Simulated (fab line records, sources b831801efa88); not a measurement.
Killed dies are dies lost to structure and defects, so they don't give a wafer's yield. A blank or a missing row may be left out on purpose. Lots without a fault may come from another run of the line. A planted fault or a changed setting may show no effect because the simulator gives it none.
Which tool did it? | flow sky130 | 11 lots, 33 wafers sampled, at 6 steps of a route of 708

WHAT THE GAUGES READ, wafer by wafer
The record holds no reading of a measuring or inspecting step that can be judged against a usual standard deviation.

WHICH TOOL RAN EACH LOT (tool, then ch and the chambers of the sampled wafers, then the start)
lot  | SKY_VIA2_CVD_21               | SKY_METAL3_SPUTTER_00        | SKY_METAL3_SPUTTER_03        | SKY_CAPM_METAL_ETCH_13            | SKY_METAL3_ETCH_17                 | SKY_PAD_OPEN_PROBE_99
L328 | cvd_w-02 ch 0,1, day 37 03:12 | pvd_sputter-04, day 37 03:49 | pvd_sputter-04, day 37 03:53 | rie_metal-02 ch 0,1, day 38 05:38 | rie_diel-02 ch 1,2,3, day 39 07:47 | prober-01, day 46 14:07
L330 | cvd_w-01 ch 0,1, day 37 20:11 | pvd_sputter-04, day 37 20:47 | pvd_sputter-04, day 37 20:53 | rie_metal-03 ch 0, day 38 21:56   | rie_diel-04 ch 1,2,3, day 39 23:11 | -
L329 | cvd_w-02 ch 0,1, day 37 21:22 | pvd_sputter-04, day 37 21:59 | pvd_sputter-04, day 37 22:04 | rie_metal-03 ch 0, day 38 23:23   | rie_diel-02 ch 0,1, day 40 01:17   | -
L331 | cvd_w-01 ch 0,1, day 37 22:19 | pvd_sputter-02, day 37 22:55 | pvd_sputter-02, day 37 23:01 | rie_metal-02 ch 0,1, day 39 00:53 | rie_diel-01 ch 0,2,3, day 40 02:57 | -
L332 | cvd_w-01 ch 0, day 38 01:50   | pvd_sputter-02, day 38 02:31 | pvd_sputter-02, day 38 02:37 | rie_metal-04 ch 0,1, day 39 03:32 | rie_diel-04 ch 0,2,3, day 40 04:44 | -
L340 | cvd_w-02 ch 0,1, day 41 13:37 | pvd_sputter-01, day 41 14:29 | pvd_sputter-01, day 41 14:35 | rie_metal-03 ch 0,1, day 42 13:44 | rie_diel-04 ch 0,1,2, day 43 14:14 | -
L342 | cvd_w-02 ch 0,1, day 41 20:34 | pvd_sputter-01, day 41 21:11 | pvd_sputter-01, day 41 21:16 | rie_metal-03 ch 1, day 42 21:32   | rie_diel-01 ch 1,2, day 43 21:44   | prober-02, day 50 05:59
L344 | cvd_w-02 ch 0,1, day 42 05:28 | pvd_sputter-01, day 42 06:05 | pvd_sputter-01, day 42 06:10 | rie_metal-02 ch 0,1, day 43 05:57 | rie_diel-02 ch 1,2,3, day 44 05:49 | prober-02, day 50 12:04
L347 | cvd_w-02 ch 0, day 42 16:40   | pvd_sputter-01, day 42 17:17 | pvd_sputter-01, day 42 17:22 | rie_metal-04 ch 0, day 43 17:06   | rie_diel-04 ch 1,2,3, day 44 17:04 | -
L348 | cvd_w-01 ch 0,1, day 43 02:53 | pvd_sputter-01, day 43 03:26 | pvd_sputter-01, day 43 03:32 | rie_metal-04 ch 0,1, day 44 01:55 | rie_diel-04 ch 2,3, day 45 01:41   | prober-01, day 51 02:49
L349 | cvd_w-01 ch 0,1, day 43 07:31 | pvd_sputter-01, day 43 08:07 | pvd_sputter-01, day 43 08:13 | rie_metal-02 ch 0,1, day 44 07:24 | rie_diel-01 ch 0,2, day 45 07:27   | prober-02, day 51 06:00
- SKY_VIA2_CVD_21: deposits W, target thk 420 nm, time 126.4 s.
- SKY_METAL3_SPUTTER_00: material Ti, target thk 15 nm, time 10 s.
- SKY_METAL3_SPUTTER_03: material Ti, target thk 5 nm, time 3.3 s.
- SKY_CAPM_METAL_ETCH_13: etches TiN in Cl2/BCl3, stops on SiO2, target depth 220 nm, time 62.9 s.
- SKY_METAL3_ETCH_17: etches SiO2 in C4F8/O2/Ar, stops on TiN, time 3.9 s, target depth 15 nm.
- SKY_PAD_OPEN_PROBE_99

WHAT THE TOOLS THEMSELVES READ (means of the sampled wafers that have a number; where no wafer has one, the mark that the record gives instead)
SKY_VIA2_CVD_21. Usual: heater_power_w 832 W, standard deviation 63.
lot  | tool     | heater_power_w (W) | flag
L328 | cvd_w-02 | 781                |
L330 | cvd_w-01 | 884                |
L329 | cvd_w-02 | 795                |
L331 | cvd_w-01 | 868                |
L332 | cvd_w-01 | 846                |
L340 | cvd_w-02 | 747                |
L342 | cvd_w-02 | 778                |
L344 | cvd_w-02 | 781                |
L347 | cvd_w-02 | 715                |
L348 | cvd_w-01 | 873                |
L349 | cvd_w-01 | 879                |

SKY_METAL3_SPUTTER_00. Usual: cathode_dc_power_W 3000.1 W, standard deviation 0.49; throttle_valve_pct 30.0 %, standard deviation 0.96.
lot  | tool           | cathode_dc_power_W (W) | throttle_valve_pct (%) | flag
L328 | pvd_sputter-04 | 3000.0                 | 30.4                   |
L330 | pvd_sputter-04 | 2999.8                 | 30.6                   |
L329 | pvd_sputter-04 | 3000.1                 | 30.5                   |
L331 | pvd_sputter-02 | 3000.0                 | 28.9                   |
L332 | pvd_sputter-02 | 2999.9                 | 30.6                   |
L340 | pvd_sputter-01 | 2999.9                 | 29.9                   |
L342 | pvd_sputter-01 | 3000.0                 | 30.5                   |
L344 | pvd_sputter-01 | 2999.7                 | 29.9                   |
L347 | pvd_sputter-01 | 3000.4                 | 29.2                   |
L348 | pvd_sputter-01 | 2999.5                 | 29.8                   |
L349 | pvd_sputter-01 | 3000.0                 | 30.1                   |

SKY_METAL3_SPUTTER_03. Usual: cathode_dc_power_W 3000.0 W, standard deviation 0.57; throttle_valve_pct 29.9 %, standard deviation 0.96.
lot  | tool           | cathode_dc_power_W (W) | throttle_valve_pct (%) | flag
L328 | pvd_sputter-04 | 2999.6                 | 30.5                   |
L330 | pvd_sputter-04 | 2999.7                 | 30.7                   |
L329 | pvd_sputter-04 | 2999.8                 | 30.4                   |
L331 | pvd_sputter-02 | 2999.9                 | 28.9                   |
L332 | pvd_sputter-02 | 2999.9                 | 30.9                   |
L340 | pvd_sputter-01 | 3000.2                 | 29.9                   |
L342 | pvd_sputter-01 | 2999.9                 | 30.5                   |
L344 | pvd_sputter-01 | 2999.9                 | 29.8                   |
L347 | pvd_sputter-01 | 3000.1                 | 29.1                   |
L348 | pvd_sputter-01 | 3000.0                 | 30.0                   |
L349 | pvd_sputter-01 | 2999.7                 | 29.9                   |

SKY_CAPM_METAL_ETCH_13. Usual: drypump_motor_current_A 5.8 A, standard deviation 0.44; oes_product_au 0.942 a.u., standard deviation 0.008; run_length_s 91.2 s, standard deviation 0.54; throttle_valve_pct 21.901 %, standard deviation 0.01.
lot  | tool         | drypump_motor_current_A (A) | oes_product_au (a.u.) | run_length_s (s) | throttle_valve_pct (%) | flag
L328 | rie_metal-02 | 6.0                         | 0.942                 | 91.4             | 21.904                 |
L330 | rie_metal-03 | 5.7                         | 0.939                 | 90.6             | 21.903                 |
L329 | rie_metal-03 | 5.7                         | 0.938                 | 90.8             | 21.902                 |
L331 | rie_metal-02 | 6.0                         | 0.941                 | 91.4             | 21.908                 |
L332 | rie_metal-04 | 5.7                         | 0.938                 | 91.1             | 21.906                 |
L340 | rie_metal-03 | 6.0                         | 0.920                 | 94.4             | 21.918                 | OFF
L342 | rie_metal-03 | 6.1                         | 0.927                 | 94.7             | 21.907                 | OFF
L344 | rie_metal-02 | 5.9                         | 0.939                 | 91.4             | 21.894                 |
L347 | rie_metal-04 | 4.8                         | 0.945                 | 90.5             | 21.893                 |
L348 | rie_metal-04 | 5.2                         | 0.942                 | 90.8             | 21.896                 |
L349 | rie_metal-02 | 6.0                         | 0.950                 | 91.2             | 21.901                 |

SKY_METAL3_ETCH_17. Usual: oes_product_au 0.758 a.u., standard deviation 0.0073.
lot  | tool        | oes_product_au (a.u.) | flag
L328 | rie_diel-02 | 0.761                 |
L330 | rie_diel-04 | 0.754                 |
L329 | rie_diel-02 | 0.760                 |
L331 | rie_diel-01 | 0.763                 |
L332 | rie_diel-04 | 0.759                 |
L340 | rie_diel-04 | 0.731                 | OFF
L342 | rie_diel-01 | 0.736                 | OFF
L344 | rie_diel-02 | 0.757                 |
L347 | rie_diel-04 | 0.756                 |
L348 | rie_diel-04 | 0.760                 |
L349 | rie_diel-01 | 0.753                 |

SKY_PAD_OPEN_PROBE_99. Usual: defect_limited_yield 82.4 %, standard deviation 1.9; killed_at_M0_to_M3 45, standard deviation 7.5; killed_at_M4_up 2.8, standard deviation 1.9; killed_at_contacts 25, standard deviation 5.5; killed_at_front_end 14, standard deviation 4; killed_at_other 0.3, standard deviation 0.75; killed_dies 87, standard deviation 9.4; killed_open 47, standard deviation 6.6; killed_short 39, standard deviation 6.6; sort_bin_3_pad_short 0.9 %, standard deviation 0.39; sort_bin_5_function 10.4 %, standard deviation 1.5; sort_bin_6_memory 6.3 %, standard deviation 1.2; sort_n_pass 405, standard deviation 9.4; sort_yield_pct 82.4 %, standard deviation 1.9.
lot  | tool      | defect_limited_yield (%) | killed_at_M0_to_M3 | killed_at_M4_up | killed_at_contacts | killed_at_front_end | killed_at_other | killed_dies | killed_open | killed_short | sort_bin_3_pad_short (%) | sort_bin_5_function (%) | sort_bin_6_memory (%) | sort_n_pass | sort_yield_pct (%) | flag
L328 | prober-01 | 80.4                     | 53                 | 3.3             | 24                 | 16                  | 0.0             | 96          | 54          | 42           | 0.9                      | 12.3                    | 6.4                   | 396         | 80.4               |
L342 | prober-02 | 80.6                     | 49                 | 3.7             | 27                 | 16                  | 0.3             | 96          | 52          | 43           | 0.9                      | 12.1                    | 6.4                   | 396         | 80.6               |
L344 | prober-02 | 84.0                     | 46                 | 2.0             | 18                 | 13                  | 0.3             | 79          | 43          | 36           | 0.9                      | 9.5                     | 5.6                   | 413         | 84.0               |
L348 | prober-01 | 84.4                     | 44                 | 1.7             | 17                 | 15                  | 0.3             | 77          | 43          | 34           | 1.0                      | 9.4                     | 5.3                   | 415         | 84.4               |
L349 | prober-02 | 83.1                     | 42                 | 1.3             | 27                 | 13                  | 0.0             | 83          | 45          | 38           | 1.0                      | 10.0                    | 5.8                   | 409         | 83.1               |

THE ANSWER, worked out from the rows above alone
Rule: a lot is off if the mean of its wafers that have a number lies more than 3 standard deviations from the usual mean. A lot without any number at a reading at which 4 lots or more have one is off too. The other lots that the step has rows for count as sound. The gauges are gone through in route order, then the tools' own readings, and for those a lot's mean is taken as printed above. The first step at which some lot is off is used, and at that step the reading that is off furthest; a lot without a number counts as furthest.
Off: L340, L342, at SKY_CAPM_METAL_ETCH_13 (run_length_s).
A tool fits if, at that step or a process step before it, it ran every lot that is off, and no sound lot after the first of them. One fits: rie_metal-03 at SKY_CAPM_METAL_ETCH_13. Its last sound lot is L329 (day 38 23:23), its first lot that is off L340 (day 42 13:44): a fault that began between those two fits.
The tool's own readings at SKY_CAPM_METAL_ETCH_13 bear it out: on the lots that are off they differ by more than 5 times the standard deviation of the sound lots' means. run_length_s reads 94.6 s there against 91.0 s on the sound lots.

WHAT THE SIMULATOR HAD PUT IN
Process parameter drift: rie_metal-03, from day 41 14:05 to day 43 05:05, at SKY_CAPM_METAL_ETCH_13. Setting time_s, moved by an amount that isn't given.
Lots struck among those shown: L340, L342. The rule above found the same.
